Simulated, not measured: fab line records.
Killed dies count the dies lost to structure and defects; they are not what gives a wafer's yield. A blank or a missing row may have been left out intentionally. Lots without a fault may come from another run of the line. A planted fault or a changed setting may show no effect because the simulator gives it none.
The tool behind it: which one? | flow sky130 | Sampling: 10 lots, 30 wafers, 4 of 708 route steps

WHAT THE GAUGES READ, wafer by wafer
SKY_VIA2_RS_MEAS_22: measures by four-point-probe.
lot  | measured     | on           | VIA2_W_RS (ohm/sq)
L337 | day 36 09:26 | filmMetro-04 | 0.2690 0.2690 0.2705
L338 | day 36 14:44 | filmMetro-02 | 0.2743 0.2715 0.2723
L339 | day 36 21:59 | filmMetro-04 | 0.2721 0.2762 0.2736
L342 | day 37 19:29 | filmMetro-01 | 0.2757 0.2700 0.2766
L343 | day 39 03:50 | filmMetro-01 | 60.820 61.070 61.212
L344 | day 39 06:46 | filmMetro-04 | 61.402 60.967 61.139
L348 | day 39 18:07 | filmMetro-04 | 0.2716 0.2740 0.2706
L356 | day 41 21:14 | filmMetro-02 | 0.2740 0.2752 0.2717
L357 | day 42 11:46 | filmMetro-01 | 0.2723 0.2691 0.2647
L360 | day 42 23:42 | filmMetro-04 | 0.2667 0.2739 0.2701

EACH LOT AND THE TOOL THAT RAN IT (in order: tool; ch and the chambers of the sampled wafers; start)
lot  | SKY_METAL2_SPUTTER_02       | SKY_VIA2_ETCH_14                  | SKY_VIA2_CVD_21
L337 | pvdSputter-04, day 34 03:02 | rieDiel-02 ch 1,2,3, day 36 08:33 | cvdW-02 ch 1, day 36 09:19
L338 | pvdSputter-03, day 34 07:10 | rieDiel-02 ch 0,3, day 36 13:49   | cvdW-02 ch 1, day 36 14:35
L339 | pvdSputter-04, day 34 14:10 | rieDiel-04 ch 1,3, day 36 21:03   | cvdW-01 ch 0,1, day 36 21:50
L342 | pvdSputter-04, day 35 12:56 | rieDiel-04 ch 0,2,3, day 37 18:33 | cvdW-01 ch 0,1, day 37 19:22
L343 | pvdSputter-04, day 36 23:45 | rieDiel-04 ch 0,1,3, day 39 02:57 | cvdW-02 ch 0,1, day 39 03:43
L344 | pvdSputter-04, day 37 00:55 | rieDiel-01 ch 0,1,3, day 39 05:51 | cvdW-02 ch 0,1, day 39 06:37
L348 | pvdSputter-03, day 37 16:28 | rieDiel-01 ch 0,1,3, day 39 17:10 | cvdW-02 ch 0,1, day 39 17:59
L356 | pvdSputter-04, day 39 18:26 | rieDiel-01 ch 0,1,2, day 41 20:15 | cvdW-02 ch 0,1, day 41 21:05
L357 | pvdSputter-03, day 40 09:41 | rieDiel-02 ch 0,2,3, day 42 10:52 | cvdW-02 ch 0,1, day 42 11:37
L360 | pvdSputter-04, day 40 21:38 | rieDiel-01 ch 0,1,3, day 42 22:45 | cvdW-02 ch 0,1, day 42 23:34
- SKY_METAL2_SPUTTER_02: material AlCu, target thk 250 nm, time 12.73 s.
- SKY_VIA2_ETCH_14: etches BARC in N2/H2, stops on SiO2, time 45.9 s, target depth 60 nm.
- SKY_VIA2_CVD_21: deposits W, target thk 420 nm, time 126.4 s.

THE ANSWER, worked out from the rows above alone
Rule: the lots themselves supply what counts as usual. The widest of any qualifying gaps counts: lots, ordered by their means at a reading, are off when they make up no more than a third of the lots, leave a main group of 4 or more, and stand apart from it by 3 or more times the standard deviation of that group's means. The tables above print the reading to a certain number of digits; a main group whose means all agree to those digits is not used. A lot without any number at a reading at which 4 lots or more have one is off too. All remaining lots with rows at the step are treated as sound.
Off: L343, L344, at SKY_VIA2_RS_MEAS_22 (VIA2_W_RS). The main group has a mean of 0.2719 ohm/sq with a standard deviation of 0.002.
If a tool, at a process step before that reading, ran all the lots that are off and no sound lot after the first of them, it fits. The gauges at SKY_VIA2_RS_MEAS_22 are tried like those tools. None of those tried fits.

WHAT WAS PUT IN BY THE SIMULATOR
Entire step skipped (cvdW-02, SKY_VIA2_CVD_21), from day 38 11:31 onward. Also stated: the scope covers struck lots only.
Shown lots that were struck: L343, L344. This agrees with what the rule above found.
